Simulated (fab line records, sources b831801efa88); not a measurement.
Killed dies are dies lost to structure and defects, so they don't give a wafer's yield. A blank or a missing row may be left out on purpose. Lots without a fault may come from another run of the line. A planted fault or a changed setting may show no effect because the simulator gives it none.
Which tool did it? | flow gf180mcu | 6 lots, 18 wafers sampled, at 3 steps of a route of 602

WHAT THE GAUGES READ, wafer by wafer
GF_V4_CD_MEAS_14: target cd 260 nm.
lot  | measured     | on        | cd_nm (nm)
L814 | day 24 16:36 | cd_sem-01 | 257.8 258.5 257.9
L817 | day 25 16:59 | cd_sem-01 | 261.1 260.4 259.5
L819 | day 26 11:41 | cd_sem-02 | 261.9 262.0 261.5
L826 | day 28 17:57 | cd_sem-01 | 266.6 265.2 265.9 266.9 265.5 265.8
L831 | day 30 00:59 | cd_sem-02 | 265.6 265.7 264.4 265.4 265.9 264.2
L836 | day 31 04:34 | cd_sem-01 | 259.1 260.5 259.9

WHICH TOOL RAN EACH LOT (tool, then ch and the chambers of the sampled wafers, then the start)
lot  | GF_M4_SPUTTER_00             | GF_V4_EXPOSE_11
L814 | pvd_sputter-03, day 22 18:35 | krf_scanner-01 ch 0, day 24 05:50
L817 | pvd_sputter-01, day 23 20:31 | krf_scanner-02 ch 0, day 25 06:28
L819 | pvd_sputter-01, day 24 16:19 | krf_scanner-02 ch 0, day 26 01:46
L826 | pvd_sputter-01, day 27 00:20 | krf_scanner-02 ch 0, day 28 08:27
L831 | pvd_sputter-02, day 28 08:34 | krf_scanner-02 ch 0, day 29 15:33
L836 | pvd_sputter-02, day 29 13:44 | krf_scanner-01 ch 0, day 30 19:46
- GF_M4_SPUTTER_00: material Ti, target thk 37.5 nm, time 150 s.
- GF_V4_EXPOSE_11: exposes mask Via4, target cd 260 nm.

THE ANSWER, worked out from the rows above alone
Rule: what is usual is taken from the lots themselves. Put in order of their means at a reading, lots are off if they are a third of the lots or fewer, leave a main group of 4 or more, and stand apart from it by a gap of 3 or more times the standard deviation of the main group's means; of several such gaps the widest counts. A main group whose means are all the same, to the digits that the tables above print for the reading, isn't used. A lot without any number at a reading at which 4 lots or more have one is off too. The other lots that the step has rows for count as sound.
No lot is off at any reading shown: from this, nothing can be told.

WHAT THE SIMULATOR HAD PUT IN
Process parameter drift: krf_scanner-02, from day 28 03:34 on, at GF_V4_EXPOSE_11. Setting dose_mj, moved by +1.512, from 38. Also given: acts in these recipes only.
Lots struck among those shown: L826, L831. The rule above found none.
